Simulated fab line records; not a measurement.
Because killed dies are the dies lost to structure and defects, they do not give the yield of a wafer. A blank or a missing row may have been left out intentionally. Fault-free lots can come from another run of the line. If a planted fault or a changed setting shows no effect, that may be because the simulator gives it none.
fab line records ; flow gf180mcu
record: lots: 14; wafers: 42; last-day: 34
route steps=602 shown STI@14 DNWELL@40 LVPWELL@62
lots that met no fault: taken from a fault-free run of the same line
start-h: hours from the record's first day to the start of the lot's first wafer shown ; wait-h: hours elapsed since this lot's preceding step ; " the same as in the row above ; L1.1+2: several wafers, shown together as one row ; - either no value or no given start ; * or withheld: withheld ; < > ~ a bound
route shown NAME@n: names a module that has steps shown in the file, with the first one's number in the route ; usual: mean and standard deviation over wafers with no fault ; same: alike in all rows ; chamber/n: place in a boat ; sites: readings site by site ; _std_site: standard deviation of those values ; _edge_site: mean of outer sites minus mean of inner sites ; radius-mm: for every site, how far away it sits from the centre of the wafer ; mask NAME#n: copy n ; behind: the last tool/chamber to shape the wafer ; hold: the reason the lot was held/the length of the hold in hours/how it ended ; device: which transistor (n, p or np) failed to switch ; end of line: the same wafers' tests at the end of the route ; where a step has no rows: the recipe by itself ; killed: at the first sort, the dies lost to defects and structure; wafer yield is something else ; map: the dies of a wafer, with x for killed, . for not killed, _ for no die there
set.NAME: the setting as run; set.NAME@STEP: as run at that earlier step ; model.NAME: the simulator's own value behind a step, which no gauge read
route steps across a sampled set of lots; one table per step, one row per wafer
services: from which hour (start-h, from the record's first day; less than 0 if before it) a tool's chamber was out of use, for how many hours, and why
== steps ==
step: GF_STI_ETCH_13
recipe: chemistry: CHF3/O2; stop-on: Si; over-etch-frac: 0.3; target-depth-a: 2823.1; source-w: 600; bias-w: 200; pressure-mtorr: 40; chf3-flow-sccm: 50; O2_flow_sccm: 5; time-s: 112.9
usual: drypump-motor-current-A: 5.6/0.58; oes-product-au: 0.832/0.0065; throttle-valve-pct: 8.810/0.0083
same: time-s: 112.9
lot.wafer;tool;chamber;start-h;wait-h;drypump-motor-current-A;oes-product-au;rf-hours-counter-h;throttle-valve-pct
L261.1;rie-diel-02;0;27.03;0.1;4.7;0.833;176;8.818
L261.2;rie-diel-02;2;27.03;0.1;5.5;0.836;39;8.813
L261.5;rie-diel-02;3;27.03;0.1;5.3;0.819;-;8.804
L262.1;rie-diel-02;3;30.47;0.1;5.3;0.830;104;8.819
L262.5;rie-diel-02;0;30.47;0.1;4.7;0.841;-;8.804
L262.6;rie-diel-02;3;30.47;0.1;5.3;0.844;-;8.805
L263.1;rie-diel-01;3;38.38;0.1;6.1;0.834;150;8.816
L263.2;rie-diel-01;2;38.38;0.1;5.3;0.828;66;8.817
L263.3;rie-diel-01;0;38.38;0.1;5.6;0.835;58;8.807
L264.1;rie-diel-02;2;43.87;0.1;5.5;0.827;40;8.810
L264.2;rie-diel-02;0;43.87;0.1;4.7;0.833;177;8.813
L264.6;rie-diel-02;3;43.87;0.1;5.4;0.835;-;8.804
L265.1;rie-diel-02;1;50.40;0.1;6.7;0.837;113;8.805
L265.3;rie-diel-02;2;50.40;0.1;5.5;0.831;40;8.822
L265.6;rie-diel-02;2;50.40;0.1;5.5;0.835;-;8.823
L266.1;rie-diel-03;1;57.98;0.1;6.3;0.839;29;8.805
L266.2;rie-diel-03;2;57.98;0.1;5.1;0.832;116;8.805
L266.5;rie-diel-03;2;57.98;0.1;5.1;0.840;-;8.803
L269.3;rie-diel-03;2;66.17;0.1;5.1;0.826;116;8.821
L269.4;rie-diel-03;1;66.17;0.1;6.3;0.833;29;8.817
L269.5;rie-diel-03;0;66.17;0.1;6.2;0.841;-;8.813
L268.3;rie-diel-01;0;66.80;0.1;5.6;0.834;59;8.795
L268.4;rie-diel-01;2;66.80;0.1;5.3;0.831;67;8.797
L268.5;rie-diel-01;1;66.80;0.1;5.0;0.834;-;8.819
L270.1;rie-diel-01;1;73.63;0.1;5.0;0.829;141;8.817
L270.4;rie-diel-01;2;73.63;0.1;5.3;0.832;67;8.798
L270.6;rie-diel-01;1;73.63;0.1;5.0;0.835;-;8.804
L274.1;rie-diel-03;2;91.35;0.1;5.1;0.830;117;8.809
L274.4;rie-diel-03;0;91.35;0.1;6.2;0.832;7;8.793
L274.6;rie-diel-03;2;91.35;0.1;5.1;0.838;-;8.816
L275.2;rie-diel-01;1;101.58;0.1;5.0;0.846;142;8.800
L275.3;rie-diel-01;0;101.58;0.1;5.5;0.825;60;8.800
L275.5;rie-diel-01;0;101.58;0.1;5.5;0.833;-;8.807
L278.1;rie-diel-02;3;112.03;0.1;5.4;0.830;106;8.794
L278.2;rie-diel-02;1;112.03;0.1;6.7;0.825;114;8.826
L278.5;rie-diel-02;1;112.03;0.1;6.7;0.837;-;8.798
L282.2;rie-diel-01;3;133.53;0.1;6.1;0.839;153;8.808
L282.4;rie-diel-01;1;133.53;0.1;5.0;0.826;-;8.815
L282.5;rie-diel-01;3;133.53;0.1;6.1;0.836;-;8.823
L284.1;rie-diel-03;3;144.17;0.1;5.7;0.831;9;8.820
L284.4;rie-diel-03;1;144.17;0.1;6.3;0.832;31;8.820
L284.6;rie-diel-03;2;144.17;0.1;5.1;0.834;-;8.813
step: GF_DNWELL_STRIP_08
recipe: chemistry: O2/N2; power-w: 1400; pressure-mtorr: 1500; platen-temp-c: 250; o2-flow-sccm: 3000; n2-flow-sccm: 300; overash-fraction: 0.5
usual: drypump-motor-current-A: 5.7/0.48; heater-power-w: 345/23; oes-product-au: 0.723/0.0046; strip-time-to-endpoint-s: 36.98/0.09
lot.wafer;tool;chamber;start-h;wait-h;drypump-motor-current-A;heater-power-w;oes-product-au;rf-hours-counter-h;strip-time-to-endpoint-s
L261.1;plasma-asher-02;0;46.70;0.1;5.4;372;0.719;36;36.93
L261.2;plasma-asher-02;1;46.70;0.1;5.4;294;0.722;36;36.97
L261.5;plasma-asher-02;0;46.70;0.1;5.4;378;0.710;-;36.93
L263.1;plasma-asher-03;1;62.24;0.1;6.5;334;0.716;40;37.11
L263.2;plasma-asher-03;0;62.24;0.1;5.2;361;0.724;40;37.06
L263.3;plasma-asher-03;1;62.24;0.1;6.5;332;0.731;-;36.93
L262.1;plasma-asher-04;1;62.40;0.1;5.8;381;0.736;28;36.80
L262.5;plasma-asher-04;1;62.40;0.1;5.8;367;0.725;-;36.85
L262.6;plasma-asher-04;0;62.40;0.1;5.5;342;0.728;-;36.99
L264.1;plasma-asher-03;1;62.59;0.1;6.5;334;0.723;41;36.80
L264.2;plasma-asher-03;0;62.59;0.1;5.2;360;0.730;41;36.81
L264.6;plasma-asher-03;0;62.59;0.1;5.2;359;0.713;-;36.85
L265.1;plasma-asher-03;0;67.64;0.1;5.2;365;0.713;41;36.96
L265.3;plasma-asher-03;1;67.64;0.1;6.4;335;0.719;-;36.93
L265.6;plasma-asher-03;0;67.64;0.1;5.3;356;0.725;-;36.83
L266.1;plasma-asher-03;0;75.94;0.1;5.2;356;0.725;42;36.98
L266.2;plasma-asher-03;1;75.94;0.1;6.5;336;0.726;42;36.91
L266.5;plasma-asher-03;0;75.94;0.1;5.2;351;0.732;-;36.92
L269.3;plasma-asher-03;1;84.09;0.1;6.5;335;0.721;-;37.04
L269.4;plasma-asher-03;0;84.09;0.1;5.2;356;0.718;-;37.15
L269.5;plasma-asher-03;1;84.09;0.1;6.5;337;0.721;-;37.10
L268.3;plasma-asher-04;0;84.55;0.1;5.5;344;0.718;-;36.90
L268.4;plasma-asher-04;1;84.55;0.1;5.7;380;0.721;-;36.81
L268.5;plasma-asher-04;1;84.55;0.1;5.7;376;0.727;-;36.92
L270.1;plasma-asher-04;0;91.49;0.1;5.5;334;0.729;31;36.99
L270.4;plasma-asher-04;1;91.49;0.1;5.7;376;0.722;-;37.07
L270.6;plasma-asher-04;0;91.49;0.1;5.5;328;0.723;-;37.05
L274.1;plasma-asher-03;1;109.80;0.1;6.4;338;0.728;46;36.87
L274.4;plasma-asher-03;1;109.80;0.1;6.4;341;0.722;-;37.08
L274.6;plasma-asher-03;1;109.80;0.1;6.4;340;0.725;-;36.96
L275.2;plasma-asher-03;1;121.10;0.1;6.5;336;0.725;47;36.99
L275.3;plasma-asher-03;1;121.10;0.1;6.5;322;0.728;-;36.87
L275.5;plasma-asher-03;0;121.10;0.1;5.2;361;0.717;-;37.00
L278.1;plasma-asher-03;1;131.31;0.1;6.4;335;0.723;48;37.07
L278.2;plasma-asher-03;0;131.31;0.1;5.2;364;0.720;48;37.03
L278.5;plasma-asher-03;1;131.31;0.1;6.5;332;0.720;-;36.96
L282.2;plasma-asher-02;0;154.06;0.1;5.4;356;0.723;3;36.96
L282.4;plasma-asher-02;0;154.06;0.1;5.4;349;0.729;-;36.93
L282.5;plasma-asher-02;1;154.06;0.1;5.4;283;0.723;-;36.97
L284.1;plasma-asher-02;0;164.45;0.1;5.4;358;0.721;4;36.89
L284.4;plasma-asher-02;0;164.45;0.1;5.4;357;0.725;-;36.96
L284.6;plasma-asher-02;0;164.45;0.1;5.4;353;0.714;-;36.94
step: GF_DNWELL_TW_MEAS_09
usual: DNWELL_TW: 1357/8.3
lot.wafer;tool;chamber;start-h;wait-h;DNWELL_TW
L261.1;film-metro-02;-;46.80;0.1;1363
L261.2;film-metro-02;-;46.80;0.1;1366
L261.5;film-metro-02;-;46.80;0.1;1361
L263.1;film-metro-02;-;62.34;0.1;1365
L263.2;film-metro-02;-;62.34;0.1;1364
L263.3;film-metro-02;-;62.34;0.1;1360
L262.1;film-metro-02;-;62.50;0.1;1354
L262.5;film-metro-02;-;62.50;0.1;1353
L262.6;film-metro-02;-;62.50;0.1;1352
L264.1;film-metro-02;-;62.69;0.1;1353
L264.2;film-metro-02;-;62.69;0.1;1365
L264.6;film-metro-02;-;62.69;0.1;1356
L265.1;film-metro-02;-;67.74;0.1;1368
L265.3;film-metro-02;-;67.74;0.1;1377
L265.6;film-metro-02;-;67.74;0.1;1374
L266.1;film-metro-02;-;76.04;0.1;1374
L266.2;film-metro-02;-;76.04;0.1;1370
L266.5;film-metro-02;-;76.04;0.1;1365
L269.3;film-metro-02;-;84.17;0.1;1362
L269.4;film-metro-02;-;84.17;0.1;1360
L269.5;film-metro-02;-;84.17;0.1;1369
L268.3;film-metro-03;-;84.63;0.1;1363
L268.4;film-metro-03;-;84.63;0.1;1354
L268.5;film-metro-03;-;84.63;0.1;1363
L270.1;film-metro-01;-;91.59;0.1;1350
L270.4;film-metro-01;-;91.59;0.1;1354
L270.6;film-metro-01;-;91.59;0.1;1354
L274.1;film-metro-02;-;109.90;0.1;1350
L274.4;film-metro-02;-;109.90;0.1;1336
L274.6;film-metro-02;-;109.90;0.1;1354
L275.2;film-metro-01;-;121.21;0.1;1352
L275.3;film-metro-01;-;121.21;0.1;1349
L275.5;film-metro-01;-;121.21;0.1;1350
L278.1;film-metro-01;-;131.41;0.1;1365
L278.2;film-metro-01;-;131.41;0.1;1350
L278.5;film-metro-01;-;131.41;0.1;1353
L282.2;film-metro-01;-;154.17;0.1;1354
L282.4;film-metro-01;-;154.17;0.1;1359
L282.5;film-metro-01;-;154.17;0.1;1356
L284.1;film-metro-03;-;164.55;0.1;1348
L284.4;film-metro-03;-;164.55;0.1;1350
L284.6;film-metro-03;-;164.55;0.1;1349
step: GF_LVPWELL_IMPLANT_08
recipe: species: B; energy-kev: 170; dose-cm2: 1.5e+13; tilt-deg: 0
usual: beam-energy-keV: 170.00/0.047; beam-on-s: 10.05/0.19
lot.wafer;tool;chamber;start-h;wait-h;beam-energy-keV;beam-on-s
L261.1;implanter-01;0;72.27;0.0;169.96;10.31
L261.2;implanter-01;0;72.27;0.0;169.94;9.72
L261.5;implanter-01;0;72.27;0.0;169.92;10.19
L263.1;implanter-01;0;87.77;0.0;169.93;10.13
L263.2;implanter-01;0;87.77;0.0;169.93;9.72
L263.3;implanter-01;0;87.77;0.0;170.00;10.37
L262.1;implanter-04;0;88.46;0.0;169.95;9.73
L262.5;implanter-04;0;88.46;0.0;169.94;9.74
L262.6;implanter-04;0;88.46;0.0;169.98;10.18
L264.1;implanter-01;0;88.48;0.0;170.02;9.49
L264.2;implanter-01;0;88.48;0.0;169.95;10.03
L264.6;implanter-01;0;88.48;0.0;170.03;9.97
L265.1;implanter-01;0;94.61;0.0;169.98;10.08
L265.3;implanter-01;0;94.61;0.0;169.99;10.10
L265.6;implanter-01;0;94.61;0.0;170.07;10.32
L266.1;implanter-03;0;103.28;0.0;170.07;10.28
L266.2;implanter-03;0;103.28;0.0;169.96;10.10
L266.5;implanter-03;0;103.28;0.0;170.05;10.21
L269.3;implanter-01;0;111.41;0.1;170.00;10.25
L269.4;implanter-01;0;111.41;0.1;170.04;9.89
L269.5;implanter-01;0;111.41;0.1;170.05;9.87
L268.3;implanter-04;0;112.35;0.1;170.09;10.16
L268.4;implanter-04;0;112.35;0.1;169.97;10.07
L268.5;implanter-04;0;112.35;0.1;170.08;10.01
L270.1;implanter-01;0;119.96;0.0;169.99;9.91
L270.4;implanter-01;0;119.96;0.0;170.01;9.76
L270.6;implanter-01;0;119.96;0.0;169.89;9.63
L274.1;implanter-01;-;139.65;0.0;-;-
L274.4;implanter-01;-;139.65;0.0;-;-
L274.6;implanter-01;-;139.65;0.0;-;-
L275.2;implanter-03;-;150.50;0.0;-;-
L275.3;implanter-03;-;150.50;0.0;-;-
L275.5;implanter-03;-;150.50;0.0;-;-
L278.1;implanter-03;0;162.11;0.0;170.05;10.08
L278.2;implanter-03;0;162.11;0.0;170.08;10.11
L278.5;implanter-03;0;162.11;0.0;170.03;10.29
L282.2;implanter-03;0;187.09;0.0;169.95;9.84
L282.4;implanter-03;0;187.09;0.0;169.94;9.86
L282.5;implanter-03;0;187.09;0.0;169.94;10.25
L284.1;implanter-01;0;196.96;0.0;170.07;10.09
L284.4;implanter-01;0;196.96;0.0;170.01;9.95
L284.6;implanter-01;0;196.96;0.0;169.99;10.15
step: GF_LVPWELL_TW_MEAS_11
usual: LVPWELL_TW: 560/4.9
lot.wafer;tool;chamber;start-h;wait-h;LVPWELL_TW
L261.1;film-metro-04;-;72.67;0.1;550
L261.2;film-metro-04;-;72.67;0.1;551
L261.5;film-metro-04;-;72.67;0.1;551
L263.1;film-metro-03;-;88.17;0.1;562
L263.2;film-metro-03;-;88.17;0.1;563
L263.3;film-metro-03;-;88.17;0.1;561
L262.1;film-metro-03;-;88.86;0.1;559
L262.5;film-metro-03;-;88.86;0.1;563
L262.6;film-metro-03;-;88.86;0.1;566
L264.1;film-metro-04;-;88.88;0.1;552
L264.2;film-metro-04;-;88.88;0.1;549
L264.6;film-metro-04;-;88.88;0.1;552
L265.1;film-metro-03;-;95.01;0.1;564
L265.3;film-metro-03;-;95.01;0.1;561
L265.6;film-metro-03;-;95.01;0.1;560
L266.1;film-metro-03;-;103.68;0.1;567
L266.2;film-metro-03;-;103.68;0.1;562
L266.5;film-metro-03;-;103.68;0.1;567
L269.3;film-metro-03;-;111.78;0.1;565
L269.4;film-metro-03;-;111.78;0.1;564
L269.5;film-metro-03;-;111.78;0.1;562
L268.3;film-metro-04;-;112.72;0.1;554
L268.4;film-metro-04;-;112.72;0.1;556
L268.5;film-metro-04;-;112.72;0.1;559
L270.1;film-metro-03;-;120.36;0.1;562
L270.4;film-metro-03;-;120.36;0.1;564
L270.6;film-metro-03;-;120.36;0.1;562
L274.1;film-metro-03;-;140.05;0.1;341
L274.4;film-metro-03;-;140.05;0.1;344
L274.6;film-metro-03;-;140.05;0.1;342
L275.2;film-metro-03;-;150.89;0.1;344
L275.3;film-metro-03;-;150.89;0.1;344
L275.5;film-metro-03;-;150.89;0.1;345
L278.1;film-metro-03;-;162.51;0.1;565
L278.2;film-metro-03;-;162.51;0.1;567
L278.5;film-metro-03;-;162.51;0.1;565
L282.2;film-metro-03;-;187.47;0.1;562
L282.4;film-metro-03;-;187.47;0.1;560
L282.5;film-metro-03;-;187.47;0.1;562
L284.1;film-metro-03;-;197.36;0.1;562
L284.4;film-metro-03;-;197.36;0.1;563
L284.6;film-metro-03;-;197.36;0.1;558
step: GF_VT_IMPLANT_RS_MEAS_48
recipe: thk-meas-gauge: four-point-probe
usual: LVPWELL_RS: 1196.8/3
lot.wafer;tool;chamber;start-h;wait-h;LVPWELL_RS[ohm/sq]
L261.1;film-metro-01;-;160.52;0.1;1200.7
L261.2;film-metro-01;-;160.52;0.1;1197.9
L261.5;film-metro-01;-;160.52;0.1;1197.0
L263.1;film-metro-01;-;179.31;0.1;1202.0
L263.2;film-metro-01;-;179.31;0.1;1200.3
L263.3;film-metro-01;-;179.31;0.1;1204.1
L262.1;film-metro-01;-;179.98;0.1;1199.2
L262.5;film-metro-01;-;179.98;0.1;1195.3
L262.6;film-metro-01;-;179.98;0.1;1201.7
L264.1;film-metro-04;-;181.20;0.1;1193.1
L264.2;film-metro-04;-;181.20;0.1;1195.2
L264.6;film-metro-04;-;181.20;0.1;1193.0
L265.1;film-metro-01;-;187.09;0.1;1199.3
L265.3;film-metro-01;-;187.09;0.1;1196.6
L265.6;film-metro-01;-;187.09;0.1;1200.6
L266.1;film-metro-01;-;197.58;0.1;1197.6
L266.2;film-metro-01;-;197.58;0.1;1198.0
L266.5;film-metro-01;-;197.58;0.1;1198.3
L269.3;film-metro-01;-;205.98;0.1;1195.9
L269.4;film-metro-01;-;205.98;0.1;1193.6
L269.5;film-metro-01;-;205.98;0.1;1199.1
L268.3;film-metro-04;-;207.30;0.1;1188.8
L268.4;film-metro-04;-;207.30;0.1;1195.0
L268.5;film-metro-04;-;207.30;0.1;1190.4
L270.1;film-metro-01;-;217.04;0.1;1194.2
L270.4;film-metro-01;-;217.04;0.1;1192.9
L270.6;film-metro-01;-;217.04;0.1;1192.5
L274.1;film-metro-04;-;241.52;0.1;3808.2
L274.4;film-metro-04;-;241.52;0.1;3825.5
L274.6;film-metro-04;-;241.52;0.1;3831.0
L275.2;film-metro-01;-;251.91;0.1;3809.7
L275.3;film-metro-01;-;251.91;0.1;3802.7
L275.5;film-metro-01;-;251.91;0.1;3797.2
L278.1;film-metro-03;-;266.87;0.1;1201.0
L278.2;film-metro-03;-;266.87;0.1;1196.1
L278.5;film-metro-03;-;266.87;0.1;1196.7
L282.2;film-metro-03;-;297.79;0.1;1200.1
L282.4;film-metro-03;-;297.79;0.1;1196.6
L282.5;film-metro-03;-;297.79;0.1;1197.4
L284.1;film-metro-01;-;309.21;0.1;1194.9
L284.4;film-metro-01;-;309.21;0.1;1197.3
L284.6;film-metro-01;-;309.21;0.1;1198.1
== services ==
tool;chamber;start-h;hours;kind
rie-diel-02;0;4.26;8.3;repair
implanter-04;-;6.29;0.7;repair
rie-diel-02;2;17.74;5.3;repair
rie-diel-02;0;52.89;1.6;repair
rie-diel-02;0;54.47;-;clean
rie-diel-02;0;54.47;24.1;scheduled-down
rie-diel-02;0;54.47;24.1;vent-cycle
rie-diel-03;3;55.22;3.9;repair
implanter-01;-;63.66;1.1;repair
plasma-asher-04;-;74.05;4.0;pm
implanter-03;-;74.97;3.1;pm
plasma-asher-02;-;77.36;15.6;pm
implanter-04;-;98.77;2.1;repair
plasma-asher-02;-;105.21;9.8;repair
plasma-asher-02;-;115.05;9.0;pm
rie-diel-01;1;118.72;5.0;repair
rie-diel-02;0;123.97;7.2;repair
rie-diel-01;0;130.10;7.0;repair
implanter-03;-;144.20;3.7;repair
implanter-01;-;145.47;1.7;repair
rie-diel-01;2;158.08;23.0;repair
implanter-04;-;165.72;9.9;repair
rie-diel-01;3;166.39;3.8;repair
implanter-04;-;196.71;1.8;repair
== key ==
first-sign: step: GF_LVPWELL_IMPLANT_08; reading: tool-record; direction: missing
effect: step: GF_LVPWELL_TW_MEAS_11; reading: LVPWELL_TW; direction: down; sigmas: 44; usual: 560; struck: 343
effect: step: GF_VT_IMPLANT_RS_MEAS_48; reading: LVPWELL_RS; direction: up; sigmas: 99+; usual: 1196.8; struck: 3812.4
met-at GF_LVPWELL_IMPLANT_08
struck-lots L274,L275
later-rows-left-out L274.1,L274.4,L274.6,L275.2,L275.3,L275.5
sort-left-out L274.1,L274.4,L274.6,L275.2,L275.3,L275.5
tester-left-out L274,L275
not-acting-at GF_STI_ETCH_13,GF_DNWELL_STRIP_08,GF_DNWELL_TW_MEAS_09
onset-between 119.96 139.65
fault: kind: skipped-step-whole; tool: implanter-01,implanter-03; chamber: -; onset-h: 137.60; steps: GF_LVPWELL_IMPLANT_08; scope: struck-lots-only
tester-left-out: of these lots the tester's yield and bins aren't shown, on N5 and GAA mostly nor the transistor test; their killed dies are dies lost to structure and defects alone, not to doping, threshold or leakage, so they don't give the yield
sort-left-out: the simulated sort isn't trusted on such a fault, so these wafers' sort isn't shown, and their yield isn't known
later-rows-left-out: the simulator's readings of these wafers behind a module that went badly wrong aren't trusted and aren't shown, but for the sort
